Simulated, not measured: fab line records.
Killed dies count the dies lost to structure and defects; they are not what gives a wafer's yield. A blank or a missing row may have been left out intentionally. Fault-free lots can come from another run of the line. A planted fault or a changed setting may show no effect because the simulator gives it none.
A lot that was struck, set against a sound lot :: flow sky130 :: 43 out of 708 route steps
Sound: wafers L194.1, L194.3, L194.5. Wafers struck: L209.1, L209.4, L209.6. The cause is given at the end.
For every step that has rows: the tool of each side, followed by ch and its chambers, followed by its first start. Under that, the readings that differ: sound wafers :: struck wafers :: difference of the means :: sigmas: that difference in standard deviations of wafers without a fault.
alike: a reading whose means differ by less than 2 such deviations, as well as words and numbers matching on both sides. not compared: withheld readings; readings where some wafer has no value; bounds like >300 that might hide an equal value; numbers whose values overlap and for which the record gives no deviation.
A row with sigmas, a row that says differs or no value, or rows on one side alone: a step with any of these is where the two part. Numbers that don't overlap but have no deviation are shown without sigmas and don't part them. A reading that every wafer of one side lacks parts them only if that side has two wafers or more.

SKY_SPACER_ETCHBACK_02: etches Si3N4 in CH3F/O2, stops on SiO2, time 46.7 s, target depth 45 nm.
  sound on rieDiel-01 ch 0,2,3, day 25 00:44; struck on rieDiel-01 ch 0,2, day 30 22:58
  alike: chamberPressureMTorr, drypumpMotorCurrentA, oesProductAu, throttleValvePct
  not compared: rfHoursCounterH
then, 8 steps without rows for these wafers: SKY_POLY_CUT_DEHYDRATE_00 (time 60 s); SKY_POLY_CUT_HMDS_01 (prime time 60 s); SKY_POLY_CUT_COAT_02 (resist thk 60 nm); SKY_POLY_CUT_COAT_03 (resist thk 450 nm); SKY_POLY_CUT_SOFTBAKE_04 (time 90 s); SKY_POLY_CUT_EXPOSE_05 (exposes mask NPCM, target cd 270 nm); SKY_POLY_CUT_PEB_06; SKY_POLY_CUT_DEVELOP_07 (develop time 60 s).
SKY_POLY_CUT_CD_MEAS_08 targets a cd of 270 nm.
  sound on cdSem-01, day 26 06:19; struck on cdSem-01, day 32 02:11
  alike: cdNm
SKY_POLY_CUT_OVL_MEAS_09:
  sound on overlay-01, day 26 06:26; struck on overlay-01, day 32 02:18
  alike: POLY_CUT_OVL
SKY_POLY_CUT_ETCH_10: etches BARC in N2/H2, stops on SiO2, time 45.9 s, target depth 60 nm.
  sound on rieDiel-01 ch 1,2, day 26 06:29; struck on rieDiel-01 ch 0,1, day 32 02:20
  alike: chamberPressureMTorr, drypumpMotorCurrentA, oesProductAu, throttleValvePct
  not compared: rfHoursCounterH
SKY_POLY_CUT_ETCH_11: etches Si3N4 in CF4/CH2F2/Ar, stops on poly-Si, time 42.5 s, target depth 60 nm.
  sound on rieDiel-01 ch 1,2, day 26 06:31; struck on rieDiel-01 ch 0,1, day 32 02:23
  alike: cf4FlowSccm, chamberPressureMTorr, drypumpMotorCurrentA, oesProductAu, throttleValvePct
  not compared: rfHoursCounterH
SKY_POLY_CUT_STRIP_12: strips in O2/N2.
  sound on plasmaAsher-04 ch 0,1, day 26 06:34; struck on plasmaAsher-02 ch 0,1, day 32 02:25
  alike: chamberPressureMTorr, drypumpMotorCurrentA, oesProductAu, stripTimeToEndpointS
  not compared: rfHoursCounterH
then, 7 steps without rows for these wafers: SKY_SD_P_DEHYDRATE_00 (time 60 s); SKY_SD_P_HMDS_01 (prime time 60 s); SKY_SD_P_COAT_02 (resist thk 1140 nm); SKY_SD_P_SOFTBAKE_03 (time 60 s); SKY_SD_P_EXPOSE_04 (exposes mask PSDM, target cd 380 nm); SKY_SD_P_PEB_05; SKY_SD_P_DEVELOP_06 (develop time 60 s).
SKY_SD_P_CD_MEAS_07 targets a cd of 380 nm.
  sound on cdSem-01, day 27 11:14; struck on cdSem-01, day 33 05:41
  alike: cdNm
SKY_SD_P_OVL_MEAS_08:
  sound on overlay-02, day 27 11:22; struck on overlay-02, day 33 05:49
  alike: SD_P_OVL
next, for these wafers, 1 step has no rows: SKY_SD_P_IMPLANT_09.
SKY_SD_P_STRIP_10: strips in O2/N2.
  sound on plasmaAsher-03 ch 0,1, day 27 11:33; struck on plasmaAsher-04 ch 1, day 33 06:00
  alike: chamberPressureMTorr, drypumpMotorCurrentA, oesProductAu, stripTimeToEndpointS
  not compared: rfHoursCounterH
SKY_SD_P_TW_MEAS_11:
  sound on filmMetro-02, day 27 11:39; struck on filmMetro-04, day 33 06:06
  alike: SD_P_TW
then, 8 steps without rows for these wafers: SKY_RES_XHIGH_DEHYDRATE_00 (time 60 s); SKY_RES_XHIGH_HMDS_01 (prime time 60 s); SKY_RES_XHIGH_COAT_02 (resist thk 1140 nm); SKY_RES_XHIGH_SOFTBAKE_03 (time 60 s); SKY_RES_XHIGH_EXPOSE_04 (exposes mask URPM, target cd 1270 nm); SKY_RES_XHIGH_PEB_05; SKY_RES_XHIGH_DEVELOP_06 (develop time 60 s); SKY_RES_XHIGH_IMPLANT_07.
SKY_RES_XHIGH_STRIP_08: strips in O2/N2.
  sound on plasmaAsher-04 ch 0,1, day 28 16:20; struck on plasmaAsher-02 ch 0,1, day 34 07:44
  alike: chamberPressureMTorr, drypumpMotorCurrentA, oesProductAu, stripTimeToEndpointS
  not compared: rfHoursCounterH
SKY_RES_XHIGH_TW_MEAS_09:
  sound on filmMetro-02, day 28 16:26; struck on filmMetro-01, day 34 07:50
  alike: RES_XHIGH_TW
then, 6 steps without rows for these wafers: SKY_SD_N_DEHYDRATE_00 (time 60 s); SKY_SD_N_HMDS_01 (prime time 60 s); SKY_SD_N_COAT_02 (resist thk 1140 nm); SKY_SD_N_SOFTBAKE_03 (time 60 s); SKY_SD_N_EXPOSE_04 (exposes mask NSDM, target cd 380 nm); SKY_SD_N_PEB_05.
-- here the record skips 17 days between the struck wafers' starts before and after, leaving off in module SD_N and picking up in module PAD_OPEN (first step shown: number 708 of the route) --
SKY_PAD_OPEN_PROBE_99:
  the record has rows for the struck wafers here (prober-02, day 50 20:02) and none for the sound ones

WHERE THEY PART
Only at SKY_PAD_OPEN_PROBE_99, as far as this record shows.

WHY: what the simulator had put in
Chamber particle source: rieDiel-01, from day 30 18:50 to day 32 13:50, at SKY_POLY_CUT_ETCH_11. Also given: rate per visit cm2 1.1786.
